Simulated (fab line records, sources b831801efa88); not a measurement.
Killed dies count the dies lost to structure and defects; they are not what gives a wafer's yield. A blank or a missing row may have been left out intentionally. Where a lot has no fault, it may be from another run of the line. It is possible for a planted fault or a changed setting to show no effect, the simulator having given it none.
Chamber matching :: flow sky130 :: SKY_FIELD_ISO_ETCH_17 on rieSi-01: 4 sister chambers
The step etches Si in HBr/Cl2/O2, target depth 342 nm, time 97.7 s. 7 wafers are shown with their chamber, then 7 later ones without.

## WAFERS, EACH WITH ITS CHAMBER
wafer: L725.6
chamber: 3
oesProductAu (a.u.): 1.001
throttleValvePct (%): 25.654

wafer: L726.6
chamber: 1
oesProductAu (a.u.): 0.994
throttleValvePct (%): 25.668

wafer: L728.3
chamber: 2
oesProductAu (a.u.): 0.992
throttleValvePct (%): 25.669

wafer: L728.4
chamber: 3
oesProductAu (a.u.): 1.000
throttleValvePct (%): 25.658

wafer: L728.6
chamber: 0
oesProductAu (a.u.): 1.007
throttleValvePct (%): 25.662

wafer: L729.1
chamber: 1
oesProductAu (a.u.): 0.992
throttleValvePct (%): 25.658

wafer: L729.4
chamber: 2
oesProductAu (a.u.): 0.992
throttleValvePct (%): 25.666

## WAFERS WITH NO CHAMBER GIVEN
wafer: L729.5
oesProductAu (a.u.): 1.009
throttleValvePct (%): 25.634

wafer: L731.1
oesProductAu (a.u.): 0.998
throttleValvePct (%): 25.646

wafer: L731.2
oesProductAu (a.u.): 0.992
throttleValvePct (%): 25.667

wafer: L731.6
oesProductAu (a.u.): 0.993
throttleValvePct (%): 25.659

wafer: L732.1
oesProductAu (a.u.): 0.995
throttleValvePct (%): 25.678

wafer: L732.4
oesProductAu (a.u.): 1.001
throttleValvePct (%): 25.647

wafer: L732.6
oesProductAu (a.u.): 0.987
throttleValvePct (%): 25.663

## WHICH CHAMBER EACH ONE RAN IN
wafer: L729.5
from the rows above: 0
in truth: 0

wafer: L731.1
from the rows above: 3
in truth: 3

wafer: L731.2
from the rows above: can't be placed: 2 or 1
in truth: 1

wafer: L731.6
from the rows above: can't be placed: 1 or 2
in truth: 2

wafer: L732.1
from the rows above: can't be placed: 1 or 2
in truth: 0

wafer: L732.4
from the rows above: 3
in truth: 3

wafer: L732.6
from the rows above: can't be placed: 2 or 1
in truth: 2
Correctly placed: 3 of 7. Can't be placed from these rows: 4 (the true chamber is among the candidates in 3). Placed wrongly: 0.
How it was worked out, from the rows above alone: a wafer's distance from a chamber is the root of the sum, over the readings, of the square of ((its reading less the chamber's mean) divided by the reading's scatter). The wafer belongs to the nearest chamber; if the next one is less than 2 further off, it can't be placed. A chamber's mean is the mean of its shown wafers. The scatter: take each reading less its chamber's mean, square it, sum over the shown wafers, divide by the number of wafers less the number of chambers, and take the root.
